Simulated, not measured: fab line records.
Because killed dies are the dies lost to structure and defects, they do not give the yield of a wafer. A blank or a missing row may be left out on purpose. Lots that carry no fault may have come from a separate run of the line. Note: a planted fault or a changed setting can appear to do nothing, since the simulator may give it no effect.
fab line records || flow sky130
[record] {"lots": 14, "wafers": 42, "last_day": 50}
route steps=708 shown POLY_GATE@204 PAD_OPEN@708
lots with no fault: from the same line, run without faults
start_h: hours from the record's opening day to when the first of the lot's shown wafers began || wait_h: hours from the lot's prior step to this one || " unchanged from the row above || L1.1+2: a row that stands for several wafers || - no value, or no start given || * or withheld: withheld || < > ~ a bound
route shown NAME@n: NAME is a module with steps in the file, n the number in the route of the first one || usual: the fault-free wafers' mean and standard deviation || same: alike in all rows || chamber/n: place in a boat || sites: per-site readings || _std_site: their standard deviation || _edge_site: outer sites' mean less inner sites' || radius_mm: how far each site lies from the wafer's centre || mask NAME#n: copy n || behind: the tool/chamber that last shaped the wafer || hold: the reason the lot was held/the length of the hold in hours/how it ended || device: which transistor (n, p or np) failed to switch || end of line: the same wafers' tests at the end of the route || a step without rows: its recipe alone || killed: dies that structure and defects cost at the first sort, which is not the same as the wafer's yield || map: dies across one wafer; x = killed, . = not, _ = none there
set.NAME: setting as actually run; set.NAME@STEP: the setting as run at that earlier step || model.NAME: the simulator's own value behind a step, which no gauge read
steps of the route over a sample of lots; a table a step, a row a wafer
[[steps]]
[step SKY_POLY_GATE_CVD_00]
[recipe] {"material": "poly-Si", "target_thk_nm": 180, "temp_c": 620, "time_s": 720, "pressure_mtorr": 200}
[same] {"time_s": 720}
{"lot.wafer": "L951.3+4+5", "tool": "lpcvd-01", "chamber": 1, "start_h": 304.96, "wait_h": 0.0}
{"lot.wafer": "L952.1+4+6", "tool": "lpcvd-01", "chamber": 0, "start_h": 317.66, "wait_h": 0.0}
{"lot.wafer": "L953.1+4+5", "tool": "lpcvd-01", "chamber": 0, "start_h": 328.32, "wait_h": 0.0}
{"lot.wafer": "L954.1+3+6", "tool": "lpcvd-01", "chamber": 0, "start_h": 335.54, "wait_h": 0.0}
{"lot.wafer": "L955.3+4+6", "tool": "lpcvd-01", "chamber": 0, "start_h": 344.30, "wait_h": 0.0}
{"lot.wafer": "L957.2+4+6", "tool": "lpcvd-01", "chamber": 0, "start_h": 368.16, "wait_h": 0.0}
{"lot.wafer": "L958.3+4+5", "tool": "lpcvd-01", "chamber": 0, "start_h": 373.16, "wait_h": 0.0}
{"lot.wafer": "L960.1+3+5", "tool": "lpcvd-01", "chamber": 0, "start_h": 386.44, "wait_h": 0.0}
{"lot.wafer": "L961.2+3+4", "tool": "lpcvd-01", "chamber": 0, "start_h": 390.79, "wait_h": 0.0}
{"lot.wafer": "L962.2+3+6", "tool": "lpcvd-01", "chamber": 0, "start_h": 405.27, "wait_h": 0.0}
{"lot.wafer": "L963.1+2+4", "tool": "lpcvd-01", "chamber": 1, "start_h": 415.39, "wait_h": 0.0}
{"lot.wafer": "L964.2+5+6", "tool": "lpcvd-01", "chamber": 1, "start_h": 427.99, "wait_h": 0.0}
{"lot.wafer": "L973.3+4+5", "tool": "lpcvd-01", "chamber": 1, "start_h": 498.50, "wait_h": 0.0}
{"lot.wafer": "L974.1+2+6", "tool": "lpcvd-01", "chamber": 1, "start_h": 508.31, "wait_h": 0.0}
[step SKY_PAD_OPEN_PROBE_99]
[usual] {"killed_at_M0_to_M3": "43/6.7", "killed_at_M4_up": "3.2/1.8", "killed_at_contacts": "24/4.8", "killed_at_front_end": "16/4.2", "killed_at_other": "0.3/0.56", "killed_dies": "86/8.5", "killed_on_rim": "17/3.9", "killed_open": "47/6.7", "killed_short": "39/6"}
[same] {"gross_dies": 492, "killed_at_back_side": 0}
{"lot.wafer": "L957.2", "tool": "prober-01", "chamber": "-", "start_h": 1115.58, "wait_h": 0.1, "killed_at_M0_to_M3": 52, "killed_at_M4_up": 3, "killed_at_contacts": 23, "killed_at_front_end": 16, "killed_at_other": 2, "killed_dies": 96, "killed_on_rim": 18, "killed_open": 49, "killed_short": 46}
{"lot.wafer": "L957.4", "tool": "prober-01", "chamber": "-", "start_h": 1115.68, "wait_h": 0.2, "killed_at_M0_to_M3": 46, "killed_at_M4_up": 2, "killed_at_contacts": 25, "killed_at_front_end": 15, "killed_at_other": 1, "killed_dies": 89, "killed_on_rim": 15, "killed_open": 44, "killed_short": 44}
{"lot.wafer": "L957.6", "tool": "prober-01", "chamber": "-", "start_h": 1115.78, "wait_h": 0.2, "killed_at_M0_to_M3": 55, "killed_at_M4_up": 6, "killed_at_contacts": 18, "killed_at_front_end": 13, "killed_at_other": 0, "killed_dies": 92, "killed_on_rim": 15, "killed_open": 41, "killed_short": 51}
{"lot.wafer": "L960.1", "tool": "prober-02", "chamber": "-", "start_h": 1127.80, "wait_h": 0.1, "killed_at_M0_to_M3": 63, "killed_at_M4_up": 6, "killed_at_contacts": 25, "killed_at_front_end": 9, "killed_at_other": 0, "killed_dies": 103, "killed_on_rim": 23, "killed_open": 62, "killed_short": 39}
{"lot.wafer": "L960.3", "tool": "prober-02", "chamber": "-", "start_h": 1127.90, "wait_h": 0.2, "killed_at_M0_to_M3": 44, "killed_at_M4_up": 5, "killed_at_contacts": 15, "killed_at_front_end": 15, "killed_at_other": 0, "killed_dies": 79, "killed_on_rim": 16, "killed_open": 45, "killed_short": 32}
{"lot.wafer": "L960.5", "tool": "prober-02", "chamber": "-", "start_h": 1128.00, "wait_h": 0.2, "killed_at_M0_to_M3": 53, "killed_at_M4_up": 2, "killed_at_contacts": 35, "killed_at_front_end": 5, "killed_at_other": 0, "killed_dies": 95, "killed_on_rim": 19, "killed_open": 51, "killed_short": 44}
{"lot.wafer": "L961.2", "tool": "prober-01", "chamber": "-", "start_h": 1132.95, "wait_h": 0.1, "killed_at_M0_to_M3": 46, "killed_at_M4_up": 2, "killed_at_contacts": 20, "killed_at_front_end": 15, "killed_at_other": 1, "killed_dies": 84, "killed_on_rim": 16, "killed_open": 45, "killed_short": 39}
{"lot.wafer": "L961.3", "tool": "prober-01", "chamber": "-", "start_h": 1133.00, "wait_h": 0.2, "killed_at_M0_to_M3": 44, "killed_at_M4_up": 3, "killed_at_contacts": 19, "killed_at_front_end": 11, "killed_at_other": 0, "killed_dies": 77, "killed_on_rim": 14, "killed_open": 40, "killed_short": 37}
{"lot.wafer": "L961.4", "tool": "prober-01", "chamber": "-", "start_h": 1133.05, "wait_h": 0.2, "killed_at_M0_to_M3": 42, "killed_at_M4_up": 3, "killed_at_contacts": 18, "killed_at_front_end": 11, "killed_at_other": 0, "killed_dies": 74, "killed_on_rim": 12, "killed_open": 38, "killed_short": 35}
{"lot.wafer": "L962.2", "tool": "prober-02", "chamber": "-", "start_h": 1138.50, "wait_h": 0.1, "killed_at_M0_to_M3": 45, "killed_at_M4_up": 6, "killed_at_contacts": 24, "killed_at_front_end": 11, "killed_at_other": 1, "killed_dies": 87, "killed_on_rim": 13, "killed_open": 49, "killed_short": 37}
{"lot.wafer": "L962.3", "tool": "prober-02", "chamber": "-", "start_h": 1138.55, "wait_h": 0.2, "killed_at_M0_to_M3": 40, "killed_at_M4_up": 3, "killed_at_contacts": 28, "killed_at_front_end": 15, "killed_at_other": 1, "killed_dies": 87, "killed_on_rim": 16, "killed_open": 48, "killed_short": 39}
{"lot.wafer": "L962.6", "tool": "prober-02", "chamber": "-", "start_h": 1138.70, "wait_h": 0.2, "killed_at_M0_to_M3": 49, "killed_at_M4_up": 3, "killed_at_contacts": 24, "killed_at_front_end": 17, "killed_at_other": 0, "killed_dies": 93, "killed_on_rim": 18, "killed_open": 41, "killed_short": 52}
{"lot.wafer": "L963.1", "tool": "prober-01", "chamber": "-", "start_h": 1144.96, "wait_h": 0.1, "killed_at_M0_to_M3": 36, "killed_at_M4_up": 1, "killed_at_contacts": 38, "killed_at_front_end": 67, "killed_at_other": 0, "killed_dies": 142, "killed_on_rim": 24, "killed_open": 48, "killed_short": 42}
{"lot.wafer": "L963.2", "tool": "prober-01", "chamber": "-", "start_h": 1145.01, "wait_h": 0.1, "killed_at_M0_to_M3": 39, "killed_at_M4_up": 2, "killed_at_contacts": 21, "killed_at_front_end": 67, "killed_at_other": 0, "killed_dies": 129, "killed_on_rim": 24, "killed_open": 45, "killed_short": 34}
{"lot.wafer": "L963.4", "tool": "prober-01", "chamber": "-", "start_h": 1145.11, "wait_h": 0.2, "killed_at_M0_to_M3": 19, "killed_at_M4_up": 2, "killed_at_contacts": 21, "killed_at_front_end": 70, "killed_at_other": 0, "killed_dies": 112, "killed_on_rim": 19, "killed_open": 31, "killed_short": 25}
{"lot.wafer": "L964.2", "tool": "prober-02", "chamber": "-", "start_h": 1152.00, "wait_h": 0.1, "killed_at_M0_to_M3": 56, "killed_at_M4_up": 4, "killed_at_contacts": 28, "killed_at_front_end": 60, "killed_at_other": 0, "killed_dies": 148, "killed_on_rim": 25, "killed_open": 54, "killed_short": 48}
{"lot.wafer": "L964.5", "tool": "prober-02", "chamber": "-", "start_h": 1152.15, "wait_h": 0.2, "killed_at_M0_to_M3": 52, "killed_at_M4_up": 2, "killed_at_contacts": 25, "killed_at_front_end": 65, "killed_at_other": 0, "killed_dies": 144, "killed_on_rim": 20, "killed_open": 50, "killed_short": 46}
{"lot.wafer": "L964.6", "tool": "prober-02", "chamber": "-", "start_h": 1152.20, "wait_h": 0.2, "killed_at_M0_to_M3": 43, "killed_at_M4_up": 4, "killed_at_contacts": 21, "killed_at_front_end": 65, "killed_at_other": 1, "killed_dies": 134, "killed_on_rim": 27, "killed_open": 45, "killed_short": 40}
// killed by level:class
L957.2 VIA1:geometric_particle:open=15 METAL2:geometric_particle:short=6 LOCAL_INTERCONNECT:geometric_particle:short=6 VIA1:geometric_particle:short=6 POLY_GATE:geometric_particle:open=5 METAL1:geometric_particle:short=5 CONTACT:geometric_particle:open=5 VIA2:geometric_particle:open=5
L957.4 VIA3:geometric_particle:open=11 CONTACT:geometric_particle:open=8 LI_CONTACT:geometric_particle:open=6 METAL2:geometric_particle:short=6 LOCAL_INTERCONNECT:geometric_particle:short=5 VIA1:geometric_particle:open=5 POLY_GATE:geometric_particle:open=4 POLY_GATE:geometric_particle:short=4
L957.6 VIA1:geometric_particle:open=13 METAL1:geometric_particle:short=9 METAL2:geometric_particle:short=8 VIA3:geometric_particle:open=7 METAL4:geometric_particle:short=5 LOCAL_INTERCONNECT:geometric_particle:short=5 CONTACT:geometric_particle:open=5 VIA2:geometric_particle:open=5
L960.1 VIA3:geometric_particle:open=17 CONTACT:geometric_particle:open=11 VIA1:geometric_particle:open=9 LI_CONTACT:geometric_particle:open=8 VIA2:geometric_particle:short=7 VIA3:geometric_particle:short=6 VIA2:geometric_particle:open=6 VIA1:geometric_particle:short=5
L960.3 VIA2:geometric_particle:open=8 VIA1:geometric_particle:open=8 LI_CONTACT:geometric_particle:open=6 FIELD_ISO:geometric_particle:open=5 METAL3:geometric_particle:short=5 CONTACT:geometric_particle:open=5 VIA3:geometric_particle:open=4 METAL1:geometric_particle:short=4
L960.5 CONTACT:geometric_particle:open=14 VIA1:geometric_particle:open=13 LI_CONTACT:geometric_particle:open=9 METAL2:geometric_particle:short=8 CONTACT:geometric_particle:short=7 VIA1:geometric_particle:short=6 VIA3:geometric_particle:open=5 VIA2:geometric_particle:short=5
L961.2 VIA2:geometric_particle:open=13 CONTACT:geometric_particle:open=8 VIA1:geometric_particle:open=8 METAL1:geometric_particle:short=6 LI_CONTACT:geometric_particle:open=5 VIA1:geometric_particle:short=5 METAL2:geometric_particle:short=5 POLY_GATE:geometric_particle:short=4
L961.3 VIA3:geometric_particle:open=10 VIA1:geometric_particle:open=8 CONTACT:geometric_particle:open=7 LOCAL_INTERCONNECT:geometric_particle:short=6 VIA2:geometric_particle:open=5 FIELD_ISO:geometric_particle:open=4 METAL1:geometric_particle:short=4 VIA1:geometric_particle:short=4
L961.4 VIA1:geometric_particle:open=11 CONTACT:geometric_particle:open=7 VIA2:geometric_particle:open=6 VIA1:geometric_particle:short=6 SPACER:geometric_particle:short=4 LI_CONTACT:geometric_particle:open=4 VIA3:geometric_particle:open=4 POLY_GATE:geometric_particle:short=3
L962.2 VIA1:geometric_particle:open=12 CONTACT:geometric_particle:open=11 VIA2:geometric_particle:open=7 LI_CONTACT:geometric_particle:open=5 LI_CONTACT:geometric_particle:short=5 METAL1:geometric_particle:short=5 VIA3:geometric_particle:open=5 POLY_GATE:geometric_particle:open=4
L962.3 LI_CONTACT:geometric_particle:open=10 CONTACT:geometric_particle:short=8 VIA2:geometric_particle:short=6 VIA2:geometric_particle:open=6 VIA3:geometric_particle:open=6 METAL1:geometric_particle:short=5 CONTACT:geometric_particle:open=5 FIELD_ISO:geometric_particle:open=4
L962.6 VIA1:geometric_particle:open=9 VIA3:geometric_particle:open=8 VIA1:geometric_particle:short=6 LOCAL_INTERCONNECT:geometric_particle:short=6 METAL1:geometric_particle:short=6 CONTACT:geometric_particle:short=5 VIA2:geometric_particle:short=5 POLY_GATE:geometric_particle:open=4
L963.1 POLY_GATE:unspecified=52 CONTACT:geometric_particle:open=15 CONTACT:geometric_particle:short=8 VIA3:geometric_particle:open=7 VIA1:geometric_particle:short=6 LOCAL_INTERCONNECT:geometric_particle:open=5 VIA2:geometric_particle:open=5 FIELD_ISO:geometric_particle:open=4
L963.2 POLY_GATE:unspecified=50 LI_CONTACT:geometric_particle:open=7 CONTACT:geometric_particle:open=6 METAL1:geometric_particle:short=6 VIA2:geometric_particle:open=6 VIA1:geometric_particle:short=5 VIA1:geometric_particle:open=5 VIA3:geometric_particle:open=5
L963.4 POLY_GATE:unspecified=56 CONTACT:geometric_particle:open=10 POLY_GATE:geometric_particle:short=6 FIELD_ISO:geometric_particle:open=4 LI_CONTACT:geometric_particle:open=4 FIELD_ISO:geometric_particle:short=3 VIA3:geometric_particle:open=3 METAL2:geometric_particle:open=2
L964.2 POLY_GATE:unspecified=46 CONTACT:geometric_particle:open=9 VIA1:geometric_particle:open=9 METAL2:geometric_particle:short=8 VIA2:geometric_particle:open=8 VIA3:geometric_particle:open=8 LI_CONTACT:geometric_particle:open=7 METAL3:geometric_particle:short=7
L964.5 POLY_GATE:unspecified=48 VIA1:geometric_particle:open=14 VIA2:geometric_particle:open=10 LI_CONTACT:geometric_particle:open=8 VIA1:geometric_particle:short=7 LOCAL_INTERCONNECT:geometric_particle:short=5 CONTACT:geometric_particle:short=5 FIELD_ISO:geometric_particle:short=4
L964.6 POLY_GATE:unspecified=48 VIA1:geometric_particle:open=10 LI_CONTACT:geometric_particle:open=6 FIELD_ISO:geometric_particle:open=5 VIA2:geometric_particle:open=5 CONTACT:geometric_particle:short=5 METAL1:geometric_particle:short=5 VIA3:geometric_particle:open=5
[[key]]
[first_sign] {"step": "SKY_PAD_OPEN_PROBE_99", "reading": "killed_at_front_end", "direction": "up", "sigmas": 12, "usual": 16, "struck": 66}
[effect] {"step": "SKY_PAD_OPEN_PROBE_99", "reading": "killed_dies", "direction": "up", "sigmas": 5.7, "usual": 86, "struck": 135}
met_at SKY_POLY_GATE_CVD_00
struck_lots L963,L964
tester_left_out L963,L964
onset_between 405.27 415.39
[fault] {"kind": "chamber_particle_source", "tool": "lpcvd-01", "chamber": "-", "onset_h": 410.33, "steps": "SKY_POLY_GATE_CVD_00", "rate_per_visit_cm2": 0.92463, "end_h": 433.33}
// tester_left_out: of these lots the tester's yield and bins aren't shown, on N5 and GAA mostly nor the transistor test; their killed dies are dies lost to structure and defects alone, not to doping, threshold or leakage, so they don't give the yield
